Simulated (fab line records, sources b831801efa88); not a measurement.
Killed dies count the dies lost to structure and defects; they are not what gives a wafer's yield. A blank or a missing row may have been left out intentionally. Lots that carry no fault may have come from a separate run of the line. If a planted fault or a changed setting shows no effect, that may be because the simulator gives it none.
Comparing a struck lot with a sound one -- flow sky130 -- 17 steps out of a route of 708
Sound: these wafers, L824.1, L824.5, L824.6. Struck: wafer L829.3 (L829.2, L829.5, from the same lot, were not struck and are left out); the cause is given at the end.
Order at every step that has rows: each side's tool, ch and its chambers, its first start. Under that, the readings that differ: sound wafers -- struck wafers -- difference of the means -- sigmas: that difference in standard deviations of wafers without a fault.
alike: same words and numbers on both sides, and readings whose means sit less than 2 such deviations apart. not compared: any withheld reading, any reading some wafer has no value for, any bound like >300 that may hide the same value, and any number with overlapping values for which the record gives no deviation.
The two part at a step that has a row with sigmas, a row that says differs or no value, or rows on one side only. When numbers do not overlap yet have no deviation, they are printed without sigmas and do not part them. Lack of a reading on every wafer of one side parts them only where that side has two or more wafers.

SKY_VIA1_CMP_02: polishes SiO2.
  sound on cmp-02 ch 0,2,3, day 34 17:42; struck on cmp-02 ch 1, day 36 02:08
reading,sound,struck,difference,sigmas
motor current A (A),12.4 11.5 11.5,14.2,+2.4,+2
SKY_VIA1_BOW_MEAS_03:
  struck on film metro-02, day 36 02:25; sound on film metro-04, day 34 17:54
  alike: VIA1_BOW
then, 8 steps without rows for these wafers: SKY_VIA1_DEHYDRATE_04 (time 60 s); SKY_VIA1_HMDS_05 (prime time 60 s); SKY_VIA1_COAT_06 (resist thk 60 nm); SKY_VIA1_COAT_07 (resist thk 450 nm); SKY_VIA1_SOFTBAKE_08 (time 90 s); SKY_VIA1_EXPOSE_09 (exposes mask VIM, target cd 150 nm); SKY_VIA1_PEB_10; SKY_VIA1_DEVELOP_11 (develop time 60 s).
SKY_VIA1_CD_MEAS_12: target cd 150 nm.
  struck on cd sem-02, day 37 04:24; sound on cd sem-02, day 35 19:19
  alike: cd nm
SKY_VIA1_OVL_MEAS_13:
  struck on overlay-02, day 37 04:30; sound on overlay-01, day 35 19:26
  alike: VIA1_OVL
SKY_VIA1_ETCH_14: etches BARC in N2/H2, stops on SiO2, time 45.9 s, target depth 60 nm.
  sound on rie diel-04 ch 1,3, day 35 19:28; struck on rie diel-02 ch 0, day 37 04:32
reading,sound,struck,difference,sigmas
oes product au (a.u.),0.850 0.863 0.857,0.845,-0.012,-3
model.KrF-thick_of_VIA1_COAT_07.thk nm (nm),393.7 392.4 394.4,403.9,+10.4,
model.etch.depth nm (nm),60.05 60.18 59.9,59.53,-0.51,
  alike: drypump motor current A, throttle valve pct
  not compared: rf hours counter h
SKY_VIA1_ETCH_15: etches SiO2 in C4F8/O2/Ar, stops on TiN, target depth 351 nm, time 54 s.
  sound on rie diel-04 ch 1,3, day 35 19:31; struck on rie diel-02 ch 0, day 37 04:35
reading,sound,struck,difference,sigmas
model.KrF-thick_of_VIA1_COAT_07.thk nm (nm),322.4 320.3 324.3,333.8,+11.5,
  alike: oes product au
  not compared: rf hours counter h
SKY_VIA1_STRIP_16: strips in O2/N2.
  sound on plasma asher-04 ch 0,1, day 35 19:33; struck on plasma asher-01 ch 0, day 37 04:37
reading,sound,struck,difference,sigmas
strip time to endpoint s (s),4.443 4.435 4.480,4.596,+0.143,+7
  alike: drypump motor current A, oes product au
  not compared: rf hours counter h
then, 1 step without rows for these wafers: SKY_VIA1_STRIP_17 (strips in post etch residue remover, time 1200 s).
-- the record jumps here: 11 days lie between the struck wafers' starts before and after (it left off in module VIA1 and takes up again in module PAD_OPEN, whose first step shown is number 708 of the route) --
SKY_PAD_OPEN_PROBE_99:
  rows exist in the record for the struck wafers here (prober-01, day 48 07:41), but not for the sound ones

== WHERE THEY PART ==
Last at SKY_PAD_OPEN_PROBE_99 as far as this record goes, first at SKY_VIA1_CMP_02.

WHY: the cause the simulator had injected
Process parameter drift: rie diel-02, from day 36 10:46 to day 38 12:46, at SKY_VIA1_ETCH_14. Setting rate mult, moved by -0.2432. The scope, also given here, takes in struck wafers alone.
